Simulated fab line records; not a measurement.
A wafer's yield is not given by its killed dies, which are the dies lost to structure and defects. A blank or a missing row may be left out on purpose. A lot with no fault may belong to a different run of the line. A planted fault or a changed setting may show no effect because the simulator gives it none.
What tool caused it? | flow sky130 | 36 wafers from 12 lots sampled at 2 of the route's 708 steps

## WHAT THE GAUGES READ, wafer by wafer
SKY_VIA4_OVL_MEAS_11.
lot  | measured     | on         | VIA4_OVL (nm)
L579 | day 42 18:26 | overlay-02 | -0.5 -0.8 -0.4
L581 | day 43 15:11 | overlay-02 | -0.2 0.6 -0.8
L582 | day 44 07:00 | overlay-02 | -0.5 -0.9 -0.4
L588 | day 45 06:41 | overlay-01 | -0.9 -1.9 0.0
L590 | day 45 23:01 | overlay-01 | 0.3 -1.2 0.3
L589 | day 46 01:07 | overlay-01 | 2.0 -1.2 -0.7
L591 | day 46 05:45 | overlay-01 | -0.6 0.3 -0.1
L597 | day 47 11:33 | overlay-02 | 1.8 -1.5 -0.1
L599 | day 47 20:13 | overlay-01 | 1.8 1.2 1.0
L600 | day 48 04:08 | overlay-01 | -0.5 1.0 -1.0
L601 | day 48 21:53 | overlay-01 | 0.2 1.8 -0.1
L602 | day 48 22:51 | overlay-01 | 1.3 -0.1 2.1

## EACH LOT AND THE TOOL THAT RAN IT (in order: tool; ch and the chambers of the sampled wafers; start)
lot  | SKY_VIA1_ETCH_14
L579 | rieDiel-02 ch 2,3, day 33 22:45
L581 | rieDiel-01 ch 1,2,3, day 34 22:51
L582 | rieDiel-01 ch 0,1,2, day 35 15:40
L588 | rieDiel-02 ch 1,2, day 37 00:06
L590 | rieDiel-01 ch 1,3, day 37 16:36
L589 | rieDiel-01 ch 0,1,2, day 37 19:04
L591 | rieDiel-01 ch 0,1, day 37 20:33
L597 | rieDiel-04 ch 0,1, day 39 16:22
L599 | rieDiel-04 ch 0,2,3, day 39 23:07
L600 | rieDiel-04 ch 0,3, day 40 08:07
L601 | rieDiel-02 ch 0,1, day 41 06:24
L602 | rieDiel-02 ch 1,2,3, day 41 07:06
- SKY_VIA1_ETCH_14: etches BARC in N2/H2, stops on SiO2, time 45.9 s, target depth 60 nm.

## WHAT THE TOOLS THEMSELVES READ (means of the sampled wafers that have a number; where no wafer has one, the mark that the record gives instead)
SKY_VIA1_ETCH_14.
lot  | tool       | drypumpMotorCurrentA (A) | oesProductAu (a.u.) | throttleValvePct (%)
L579 | rieDiel-02 | 5.5                      | 0.858               | 13.229
L581 | rieDiel-01 | 5.7                      | 0.853               | 13.231
L582 | rieDiel-01 | 5.8                      | 0.854               | 13.226
L588 | rieDiel-02 | 5.4                      | 0.856               | 13.226
L590 | rieDiel-01 | 5.5                      | 0.853               | 13.222
L589 | rieDiel-01 | 5.8                      | 0.855               | 13.216
L591 | rieDiel-01 | 5.7                      | 0.851               | 13.231
L597 | rieDiel-04 | 6.0                      | 0.855               | 13.216
L599 | rieDiel-04 | 6.1                      | 0.858               | 13.222
L600 | rieDiel-04 | 6.3                      | 0.856               | 13.230
L601 | rieDiel-02 | 5.9                      | 0.852               | 13.226
L602 | rieDiel-02 | 5.8                      | 0.855               | 13.223

## THE ANSWER, worked out from the rows above alone
Rule: what is usual is taken from the lots themselves. Put in order of their means at a reading, lots are off if they are a third of the lots or fewer, leave a main group of 4 or more, and stand apart from it by a gap of 3 or more times the standard deviation of the main group's means; of several such gaps the widest counts. A main group is skipped when, at the precision printed for the reading in the tables above, its means are all equal. A lot without any number at a reading at which 4 lots or more have one is off too. Where the step has rows for the other lots, those lots are counted as sound. First the gauges in route order, then the tools' own readings, where a lot's mean is used as printed above. At the first step where some lot is off, the reading lying furthest off is the one used; lots without a number count as furthest.
No lot is off on any of the readings shown, so nothing can be concluded from this.

## WHAT WAS PUT IN BY THE SIMULATOR
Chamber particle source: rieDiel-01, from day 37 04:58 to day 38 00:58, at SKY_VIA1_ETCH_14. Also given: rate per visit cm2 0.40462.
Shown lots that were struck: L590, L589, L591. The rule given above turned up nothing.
